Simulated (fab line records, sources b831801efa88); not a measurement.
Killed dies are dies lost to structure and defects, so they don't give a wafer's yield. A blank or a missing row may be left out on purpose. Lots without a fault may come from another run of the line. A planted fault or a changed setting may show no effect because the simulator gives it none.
fab line records | flow sky130
record lots=6 wafers=18 last_day=50
route steps=708 shown CONTACT@422 METAL1@434 PAD_OPEN@708
lots that met no fault: from a run of the same line without faults
start_h: hours from the record's first day to the start of the lot's first wafer shown | wait_h: hours since the lot's step before | " the same as in the row above | L1.1+2: a row that stands for several wafers | - no value, or no start given | * or withheld: withheld | < > ~ a bound
route shown NAME@n: a module of which the file shows steps, and the number in the route of the first | usual: mean/standard deviation of fault-free wafers | same: alike in all rows | chamber/n: place in a boat | sites: the reading at each site | _std_site: their standard deviation | _edge_site: outer sites' mean less inner sites' | radius_mm: how far each site lies from the wafer's centre | mask NAME#n: copy n | behind: the tool/chamber that last shaped the wafer | hold: why the lot was held/for how many hours/how that ended | device: the transistor (n, p or np) that didn't switch | end of line: the same wafers' tests at the end of the route | a step without rows: its recipe alone | killed: dies lost to structure and defects at the first sort, not the wafer's yield | map: a wafer's dies, x killed, . not, _ none there
set.NAME: the setting as run; set.NAME@STEP: as run at that earlier step | model.NAME: the simulator's own value behind a step, which no gauge read
lots at some steps of the route; a table a step, a row a wafer
services: from which hour (start_h, from the record's first day; less than 0 if before it) a tool's chamber was out of use, for how many hours, and why
## steps
# step SKY_CONTACT_ETCH_16
# recipe chemistry=N2/H2 target=BARC ion_energy_ev=198 source_w=500 bias_w=100 pressure_mtorr=30 n2_flow_sccm=100 h2_flow_sccm=200 stop_on=SiO2 time_s=45.9 target_depth_a=600
# step SKY_CONTACT_ETCH_17
# recipe target=SiO2 chemistry=C4F8/O2/Ar stop_on=Si3N4 mask_material=KrF-thick source_w=1500 bias_w=1200 pressure_mtorr=40 c4f8_flow_sccm=withheld O2_flow_sccm=6 Ar_flow_sccm=300 time_s=withheld target_depth_a=3400
# usual chamber_pressure_mTorr=40.00/0.032 oes_product_au=0.892/0.0048
# columns lot.wafer tool chamber start_h wait_h chamber_pressure_mTorr oes_product_au
L295.3 rie_diel-04 2 764.36 0.0 40.01 0.891
L295.5 " 0 " " 39.97 0.891
L295.6 " 1 " " 40.01 0.896
L302.2 rie_diel-04 0 815.51 0.0 40.05 0.894
L302.5 " 1 " " 40.08 0.891
L302.6 " 0 " " 39.99 0.897
L309.1 rie_diel-01 3 870.61 0.0 40.03 0.894
L309.2 " 2 " " 40.02 0.892
L309.3 " 1 " " 40.01 0.881
L310.2 rie_diel-04 0 876.88 0.0 40.03 0.891
L310.3 " 3 " " 40.02 0.894
L310.5 " 1 " " 40.00 0.891
L312.3 rie_diel-04 0 889.51 0.0 40.00 0.895
L312.4 " 3 " " 40.00 0.892
L312.6 " 0 " " 40.01 0.891
L313.3 rie_diel-01 2 895.41 0.0 39.99 0.891
L313.4 " 0 " " 39.98 0.891
L313.6 " 2 " " 40.01 0.893
# step SKY_CONTACT_ETCH_18
# recipe target=Si3N4 chemistry=CHF3/O2 stop_on=TiN source_w=600 bias_w=200 pressure_mtorr=40 chf3_flow_sccm=50 O2_flow_sccm=5 time_s=39 target_depth_a=750
# usual chamber_pressure_mTorr=40.00/0.039 drypump_motor_current_A=5.46/0.29 oes_product_au=0.855/0.0076 throttle_valve_pct=8.794/0.0098
# same time_s=39
# columns lot.wafer tool chamber start_h wait_h chamber_pressure_mTorr drypump_motor_current_A oes_product_au rf_hours_counter_h throttle_valve_pct
L295.3 rie_diel-04 2 - - 40.01 5.61 0.843 12 8.796
L295.5 " 0 " " 39.98 4.97 0.864 - 8.806
L295.6 " 1 " " 40.00 5.18 0.851 - 8.794
L302.2 rie_diel-04 0 - - 39.96 4.96 0.848 7 8.809
L302.5 " 1 " " 40.07 5.16 0.864 - 8.798
L302.6 " 0 " " 39.99 4.97 0.859 - 8.789
L309.1 rie_diel-01 3 - - 40.03 5.55 0.838 18 8.781
L309.2 " 2 " " 40.04 5.53 0.843 3 8.785
L309.3 " 1 " " 40.10 5.63 0.860 9 8.806
L310.2 rie_diel-04 0 - - 40.04 4.98 0.853 9 8.789
L310.3 " 3 " " 39.95 5.34 0.836 3 8.782
L310.5 " 1 " " 40.03 5.17 0.848 - 8.806
L312.3 rie_diel-04 0 - - 40.01 4.95 0.847 10 8.797
L312.4 " 3 " " 39.99 5.34 0.868 3 8.797
L312.6 " 0 " " 39.95 4.93 0.867 - 8.813
L313.3 rie_diel-01 2 - - 40.00 5.53 0.855 4 8.801
L313.4 " 0 " " 40.02 5.59 0.858 12 8.794
L313.6 " 2 " " 39.99 5.53 0.862 - 8.806
# step SKY_CONTACT_STRIP_19
# recipe chemistry=O2/N2 power_w=1400 pressure_mtorr=1500 platen_temp_c=withheld o2_flow_sccm=3000 n2_flow_sccm=300 overash_fraction=0.5
# step SKY_CONTACT_STRIP_20
# recipe chemistry=post_etch_residue_remover time_s=1200 temp_c=72.5
# step SKY_CONTACT_CLEAN_21
# recipe chemistry=IPA time_s=180 temp_c=25
# step SKY_CONTACT_CLEAN_22
# recipe chemistry=O3/DIW dry=n2_spin
# step SKY_CONTACT_SPUTTER_23
# recipe material=TiN target_thk_nm=20 chamber_pressure_pa=5 power_w=4000 time_s=80
# usual throttle_valve_pct=29.9/1
# same time_s=80
# columns lot.wafer tool chamber start_h wait_h throttle_valve_pct
L295.3 pvd_sputter-02 - 765.04 0.0 29.1
L295.5 " - " " 27.4
L295.6 " - " " 29.0
L302.2 pvd_sputter-03 - 816.20 0.0 31.6
L302.5 " - " " 29.7
L302.6 " - " " 30.1
L309.1 pvd_sputter-01 - 871.33 0.0 29.2
L309.2 " - " " 30.6
L309.3 " - " " 29.5
L310.2 pvd_sputter-01 - 877.56 0.0 30.7
L310.3 " - " " 29.3
L310.5 " - " " 31.2
L312.3 pvd_sputter-01 - 890.23 0.0 30.5
L312.4 " - " " 29.2
L312.6 " - " " 28.9
L313.3 pvd_sputter-01 - 896.09 0.0 29.3
L313.4 " - " " 30.8
L313.6 " - " " 31.1
# step SKY_CONTACT_CVD_24
# recipe material=W target_thk_nm=340 time_s=102.12 temp_c=400 pressure_torr=40
# usual heater_power_w=820/51
# same time_s=102.12
# columns lot.wafer tool chamber start_h wait_h heater_power_w
L295.3 cvd_w-02 0 765.14 0.1 746
L295.5 " 1 " " 797
L295.6 " 0 " " 761
L302.2 cvd_w-01 1 816.26 0.0 867
L302.5 " 0 " " 826
L302.6 " 1 " " 899
L309.1 cvd_w-02 1 871.40 0.0 788
L309.2 " 0 " " 762
L309.3 " 0 " " 760
L310.2 cvd_w-02 0 877.68 0.1 745
L310.3 " 1 " " 790
L310.5 " 0 " " 721
L312.3 cvd_w-01 1 890.33 0.1 899
L312.4 " 0 " " 853
L312.6 " 0 " " 824
L313.3 cvd_w-01 1 896.19 0.1 884
L313.4 " 0 " " 821
L313.6 " 1 " " 888
# step SKY_CONTACT_RS_MEAS_25
# recipe thk_meas_gauge=four-point-probe reads=W_of_CONTACT_CVD_24+TiN_of_CONTACT_SPUTTER_23
# usual CONTACT_W_RS=0.337/0.0037
# columns lot.wafer tool chamber start_h wait_h CONTACT_W_RS[ohm/sq]
L295.3 film_metro-04 - 765.26 0.1 0.329
L295.5 " - " " 0.336
L295.6 " - " " 0.327
L302.2 film_metro-02 - 816.39 0.1 0.333
L302.5 " - " " 0.337
L302.6 " - " " 0.336
L309.1 film_metro-01 - 871.51 0.1 0.340
L309.2 " - " " 0.337
L309.3 " - " " 0.334
L310.2 film_metro-04 - 877.81 0.1 0.331
L310.3 " - " " 0.338
L310.5 " - " " 0.334
L312.3 film_metro-02 - 890.45 0.1 0.338
L312.4 " - " " 0.338
L312.6 " - " " 0.337
L313.3 film_metro-04 - 896.31 0.1 0.335
L313.4 " - " " 0.337
L313.6 " - " " 0.335
# step SKY_CONTACT_THK_MEAS_26
# recipe thk_meas_gauge=xrf reads=W_of_CONTACT_CVD_24
# usual CONTACT_W_THK=343/5.1
# columns lot.wafer tool chamber start_h wait_h CONTACT_W_THK[nm]
L295.3 film_metro-04 - 765.36 0.1 353
L295.5 " - " " 346
L295.6 " - " " 355
L302.2 film_metro-02 - 816.50 0.1 347
L302.5 " - " " 341
L302.6 " - " " 345
L309.1 film_metro-01 - 871.63 0.1 335
L309.2 " - " " 340
L309.3 " - " " 342
L310.2 film_metro-04 - 877.92 0.1 351
L310.3 " - " " 343
L310.5 " - " " 345
L312.3 film_metro-02 - 890.55 0.1 341
L312.4 " - " " 340
L312.6 " - " " 342
L313.3 film_metro-04 - 896.41 0.1 349
L313.4 " - " " 346
L313.6 " - " " 347
# step SKY_CONTACT_CMP_27
# recipe stop_on=SiO2 t_overpolish_s=15 down_force_psi=3.5 platen_rpm=60 target_thk_nm=0 pad_velocity_m_s=0.94248
# step SKY_METAL1_SPUTTER_00
# recipe material=Ti target_thk_nm=15 power_w=3000 time_s=10 chamber_pressure_pa=0.4
# usual throttle_valve_pct=30.3/0.8
# columns lot.wafer tool chamber start_h wait_h throttle_valve_pct model.Ti_of_METAL1_SPUTTER_00.thk_nm
L295.3 pvd_sputter-04 - 765.70 0.1 31.6 15.43
L295.5 " - " " 30.3 15.06
L295.6 " - " " 30.3 15.26
L302.2 pvd_sputter-03 - 816.85 0.1 31.8 15.15
L302.5 " - " " 29.5 15.16
L302.6 " - " " 29.8 14.82
L309.1 pvd_sputter-04 - 871.99 0.1 30.3 15.6
L309.2 " - " " 29.0 15.52
L309.3 " - " " 30.7 7.851
L310.2 pvd_sputter-04 - 878.27 0.1 30.3 15.05
L310.3 " - " " 30.3 7.535
L310.5 " - " " 29.3 14.95
L312.3 pvd_sputter-03 - 890.89 0.2 29.8 14.82
L312.4 " - " " 29.9 14.89
L312.6 " - " " 29.9 14.74
L313.3 pvd_sputter-03 - 896.75 0.1 29.9 14.85
L313.4 " - " " 29.6 15.02
L313.6 " - " " 31.5 15.18
# step SKY_METAL1_SPUTTER_01
# recipe material=TiN target_thk_nm=20 power_w=6500 time_s=16.7 chamber_pressure_pa=0.4
# usual throttle_valve_pct=30.3/0.8
# same time_s=16.7
# columns lot.wafer tool chamber start_h wait_h throttle_valve_pct
L295.3 pvd_sputter-04 - 765.72 0.0 31.2
L295.5 " - " " 30.6
L295.6 " - " " 30.2
L302.2 pvd_sputter-03 - 816.87 0.0 31.6
L302.5 " - " " 29.7
L302.6 " - " " 29.9
L309.1 pvd_sputter-04 - 872.01 0.0 30.2
L309.2 " - " " 29.4
L309.3 " - " " 30.3
L310.2 pvd_sputter-04 - 878.29 0.0 30.3
L310.3 " - " " 30.4
L310.5 " - " " 29.3
L312.3 pvd_sputter-03 - 890.91 0.0 29.8
L312.4 " - " " 29.9
L312.6 " - " " 29.7
L313.3 pvd_sputter-03 - 896.77 0.0 29.9
L313.4 " - " " 29.8
L313.6 " - " " 31.7
# step SKY_PAD_OPEN_PROBE_99
# usual defect_limited_yield=82.7/1.8 killed_at_M0_to_M3=42/7.2 killed_at_M4_up=3.4/2.1 killed_at_contacts=24/5.4 killed_at_front_end=15/4 killed_at_other=0.3/0.53 killed_dies=85/8.8 killed_on_rim=16/3.5 killed_open=47/6.7 killed_short=38/6.5 sort_bin_3_pad_short=0.8/0.4 sort_bin_5_function=10.2/1.3 sort_bin_6_memory=6.2/1.2 sort_n_pass=407/8.8 sort_yield_pct=82.7/1.8
# same gross_dies=492 killed_at_back_side=0 sort_bin_4_leakage[%]=0 sort_bin_8_speed[%]=0
# columns lot.wafer tool chamber start_h wait_h defect_limited_yield[%] killed_at_M0_to_M3 killed_at_M4_up killed_at_contacts killed_at_front_end killed_at_other killed_dies killed_on_rim killed_open killed_short sort_bin_3_pad_short[%] sort_bin_5_function[%] sort_bin_6_memory[%] sort_n_pass sort_yield_pct[%]
L295.3 prober-01 - 1099.93 0.2 83.7 32 4 25 19 0 80 16 47 32 0 10.6 5.7 412 83.7
L295.5 prober-01 - 1100.03 0.2 84.3 39 4 22 12 0 77 12 36 40 1.2 8.9 5.5 415 84.3
L295.6 prober-01 - 1100.08 0.2 82.1 43 4 23 18 0 88 16 50 38 1.2 9.6 7.1 404 82.1
L302.2 prober-02 - 1138.25 0.1 82.3 55 3 18 11 0 87 18 45 42 0.4 11.8 5.5 405 82.3
L302.5 prober-02 - 1138.40 0.2 84.6 38 5 19 14 0 76 21 34 42 0.6 9.6 5.3 416 84.6
L302.6 prober-02 - 1138.45 0.2 80.3 42 4 37 13 1 97 20 47 50 1.0 10.2 8.5 395 80.3
L309.1 prober-01 - 1176.48 0.1 80.7 51 6 15 23 0 95 15 52 42 0.6 13.0 5.7 397 80.7
L309.2 prober-01 - 1176.53 0.1 81.5 48 3 22 18 0 91 20 53 36 0.4 10.6 7.5 401 81.5
L309.3 prober-01 - 1176.58 0.2 83.5 35 8 18 20 0 81 21 52 29 0.6 9.3 6.5 411 83.5
L312.3 prober-01 - 1187.95 0.2 81.5 50 2 22 17 0 91 18 48 43 0.4 13.2 4.9 401 81.5
L312.4 prober-01 - 1188.00 0.2 82.1 56 3 17 12 0 88 14 43 45 1.0 9.3 7.5 404 82.1
L312.6 prober-01 - 1188.10 0.2 84.6 31 3 19 23 0 76 16 47 29 0.8 10.2 4.5 416 84.6
L313.3 prober-02 - 1193.14 0.2 80.5 52 4 27 13 0 96 23 51 45 0.8 12.4 6.3 396 80.5
L313.4 prober-02 - 1193.19 0.2 81.1 46 3 32 11 1 93 18 49 44 1.2 10.0 7.7 399 81.1
L313.6 prober-02 - 1193.29 0.2 81.7 47 6 22 14 1 90 21 51 39 0.4 9.1 8.7 402 81.7
# killed by level:class
L295.3 CONTACT:geometric_particle:open=11 LI_CONTACT:geometric_particle:open=8 METAL2:geometric_particle:short=8 VIA1:geometric_particle:open=6 VIA3:geometric_particle:open=6 VIA2:geometric_particle:open=5 FIELD_ISO:geometric_particle:open=3 FIELD_ISO:geometric_particle:short=3
L295.5 CONTACT:geometric_particle:open=9 VIA2:geometric_particle:open=9 VIA1:geometric_particle:open=8 CONTACT:geometric_particle:short=7 METAL1:geometric_particle:short=5 VIA1:geometric_particle:short=5 POLY_GATE:geometric_particle:short=4 METAL4:geometric_particle:short=4
L295.6 VIA2:geometric_particle:open=10 CONTACT:geometric_particle:open=10 VIA1:geometric_particle:open=8 VIA3:geometric_particle:open=6 METAL2:geometric_particle:short=6 FIELD_ISO:geometric_particle:open=4 FIELD_ISO:geometric_particle:short=4 LI_CONTACT:geometric_particle:open=4
L302.2 VIA1:geometric_particle:open=16 VIA1:geometric_particle:short=8 CONTACT:geometric_particle:open=7 FIELD_ISO:geometric_particle:short=6 METAL1:geometric_particle:short=6 METAL2:geometric_particle:short=5 VIA3:geometric_particle:open=5 LI_CONTACT:geometric_particle:open=4
L302.5 METAL1:geometric_particle:short=9 VIA1:geometric_particle:open=9 CONTACT:geometric_particle:open=7 VIA1:geometric_particle:short=6 POLY_GATE:geometric_particle:open=5 VIA3:geometric_particle:open=5 FIELD_ISO:geometric_particle:short=4 POLY_GATE:geometric_particle:short=4
L302.6 CONTACT:geometric_particle:open=13 VIA1:geometric_particle:open=9 VIA3:geometric_particle:open=7 CONTACT:geometric_particle:short=6 LI_CONTACT:geometric_particle:open=6 VIA1:geometric_particle:short=6 POLY_GATE:geometric_particle:short=5 LI_CONTACT:geometric_particle:short=5
L309.1 VIA2:geometric_particle:open=8 FIELD_ISO:geometric_particle:open=7 METAL2:geometric_particle:short=7 VIA1:geometric_particle:open=7 POLY_GATE:geometric_particle:open=6 VIA3:geometric_particle:open=6 CONTACT:geometric_particle:open=5 VIA3:geometric_particle:short=5
L309.2 VIA1:geometric_particle:open=15 METAL1:geometric_particle:short=10 VIA3:geometric_particle:open=9 LI_CONTACT:geometric_particle:open=8 FIELD_ISO:geometric_particle:open=6 CONTACT:geometric_particle:short=5 POLY_GATE:geometric_particle:open=4 CONTACT:geometric_particle:open=4
L309.3 LI_CONTACT:geometric_particle:open=9 VIA1:geometric_particle:open=8 VIA3:geometric_particle:open=8 POLY_GATE:geometric_particle:open=6 METAL2:geometric_particle:short=5 METAL4:geometric_particle:short=5 VIA2:geometric_particle:open=5 METAL3:geometric_particle:short=5
L312.3 VIA1:geometric_particle:open=11 METAL2:geometric_particle:short=9 LI_CONTACT:geometric_particle:open=8 VIA2:geometric_particle:open=7 CONTACT:geometric_particle:short=6 VIA3:geometric_particle:open=6 FIELD_ISO:geometric_particle:open=5 FIELD_ISO:geometric_particle:short=4
L312.4 VIA1:geometric_particle:open=12 METAL2:geometric_particle:short=8 CONTACT:geometric_particle:open=7 VIA3:geometric_particle:open=6 METAL3:geometric_particle:short=5 METAL1:geometric_particle:short=5 VIA3:geometric_particle:short=5 VIA2:geometric_particle:short=4
L312.6 VIA1:geometric_particle:open=10 CONTACT:geometric_particle:open=6 FIELD_ISO:geometric_particle:open=5 LI_CONTACT:geometric_particle:open=5 VIA3:geometric_particle:open=4 POLY_GATE:geometric_particle:open=4 SPACER:geometric_particle:open=4 LOCAL_INTERCONNECT:geometric_particle:short=4
L313.3 VIA1:geometric_particle:open=12 CONTACT:geometric_particle:open=11 METAL2:geometric_particle:short=8 LI_CONTACT:geometric_particle:open=8 FIELD_ISO:geometric_particle:short=5 POLY_GATE:geometric_particle:open=5 CONTACT:geometric_particle:short=5 VIA1:geometric_particle:short=5
L313.4 LI_CONTACT:geometric_particle:open=10 CONTACT:geometric_particle:open=10 METAL1:geometric_particle:short=8 METAL2:geometric_particle:short=7 VIA2:geometric_particle:open=7 VIA1:geometric_particle:open=6 VIA2:geometric_particle:short=6 CONTACT:geometric_particle:short=5
L313.6 VIA1:geometric_particle:open=16 VIA3:geometric_particle:open=9 LI_CONTACT:geometric_particle:open=8 POLY_GATE:geometric_particle:short=6 CONTACT:geometric_particle:open=6 VIA2:geometric_particle:open=5 METAL2:geometric_particle:short=5 LI_CONTACT:geometric_particle:short=4
## services
# columns tool chamber start_h hours kind
pvd_sputter-03 2 741.59 - consumable_replace:kit
pvd_sputter-03 2 741.59 18.0 scheduled_down
pvd_sputter-03 2 741.59 18.0 vent_cycle
pvd_sputter-01 - 744.19 2.5 repair
rie_diel-01 2 752.85 - clean
rie_diel-01 2 752.85 21.2 scheduled_down
rie_diel-01 2 752.85 21.2 vent_cycle
rie_diel-04 3 755.07 - clean
rie_diel-04 3 755.07 16.0 scheduled_down
rie_diel-04 3 755.07 16.0 vent_cycle
cvd_w-02 0 769.66 9.6 repair
rie_diel-01 1 772.14 9.9 repair
cvd_w-02 0 784.36 14.0 repair
pvd_sputter-04 1 794.45 - consumable_replace:kit
pvd_sputter-04 1 794.45 18.0 scheduled_down
pvd_sputter-04 1 794.45 18.0 vent_cycle
rie_diel-04 0 797.27 1.7 repair
cvd_w-02 - 813.73 2.8 pm
pvd_sputter-01 0 838.04 - consumable_replace:kit
pvd_sputter-01 0 838.04 18.0 scheduled_down
pvd_sputter-01 0 838.04 18.0 vent_cycle
pvd_sputter-04 - 839.28 0.5 repair
pvd_sputter-01 - 847.65 0.8 repair
cvd_w-01 - 857.58 0.6 repair
## key
first_sign none at tools or gauges
model_effect step=SKY_METAL1_SPUTTER_00 value=Ti_of_METAL1_SPUTTER_00.thk_nm without=15.23 struck=7.693
met_at SKY_METAL1_SPUTTER_00
struck_wafers L309.3,L310.3
onset_between 765.70 871.99
fault kind=process_parameter_drift tool=pvd_sputter-04 chamber=- onset_h=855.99 steps=SKY_METAL1_SPUTTER_00 channel=target_thk_nm offset=-7.5405 shape=step end_h=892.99 scope=struck_wafers_only acts_in=these_recipes_only stated=15
